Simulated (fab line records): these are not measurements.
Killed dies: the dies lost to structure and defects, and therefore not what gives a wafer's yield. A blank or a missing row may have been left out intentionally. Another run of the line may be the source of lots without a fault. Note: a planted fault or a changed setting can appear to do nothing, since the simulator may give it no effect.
2 desks looking at one fault	flow gf180mcu	numbers are kept per desk, each desk with only its own; the story behind them comes last

FOR THE TOOL OWNER'S DESK: cmp-02
The tool's own readings at GF_V4_CMP_04 (polishes SiO2): means of the sampled wafers that have a number, for each lot that ran on this tool. The brackets show how far a lot's mean lies from the usual mean; more than 4 standard deviations puts the lot out of limits, marked OUT.
Columns: A = motor-current-A at GF_V4_CMP_04, usual 12.3 A; B = time-to-endpoint-s at GF_V4_CMP_04, usual 78 s
lot	first seen here	A	B
L196	day 24 06:53	12.1	79
L206	day 27 16:40	12.5	83
L207	day 27 19:29	11.8	65
L208	day 28 07:02	12.6	72
L218	day 31 01:08	11.8	80
This desk found nothing out of limits on any of the 5 lots.

FROM THE METROLOGY DESK
Means of the sampled wafers that have a number, per lot and without regard to the tool the lot ran on: this is what the gauges read. The brackets show how far a lot's mean lies from the usual mean; more than 4 standard deviations puts the lot out of limits, marked OUT.
Columns: A = V3_CVD_00_THK at GF_V3_THK_MEAS_01, usual 604 nm; B = V3_BOW at GF_V3_BOW_MEAS_05, usual 119 um; C = cd-nm at GF_M4_CD_MEAS_14, usual 280.2 nm
lot	first seen here	A	B	C
L195	day 21 14:40	599	122	279.0
L196	day 22 05:12	608	127	280.1
L198	day 23 03:46	597	122	279.5
L206	day 25 19:05	603	120	278.1
L207	day 25 22:25	602	128	279.8
L208	day 26 09:46	611	125	281.8
L210	day 27 05:46	615	129	280.3
L211	day 27 08:01	611	126	283.6
L215	day 28 07:25	609	108	280.0
L214	day 28 09:16	606	117	280.4
L217	day 29 01:58	605	101	278.9
L218	day 29 07:46	600	121	277.1
This desk found nothing out of limits on any of the 12 lots.

ALL TOGETHER
The tool owner's desk saw nothing out of limits.
The metrology desk saw nothing out of limits.

WHAT THE SIMULATOR PUT IN
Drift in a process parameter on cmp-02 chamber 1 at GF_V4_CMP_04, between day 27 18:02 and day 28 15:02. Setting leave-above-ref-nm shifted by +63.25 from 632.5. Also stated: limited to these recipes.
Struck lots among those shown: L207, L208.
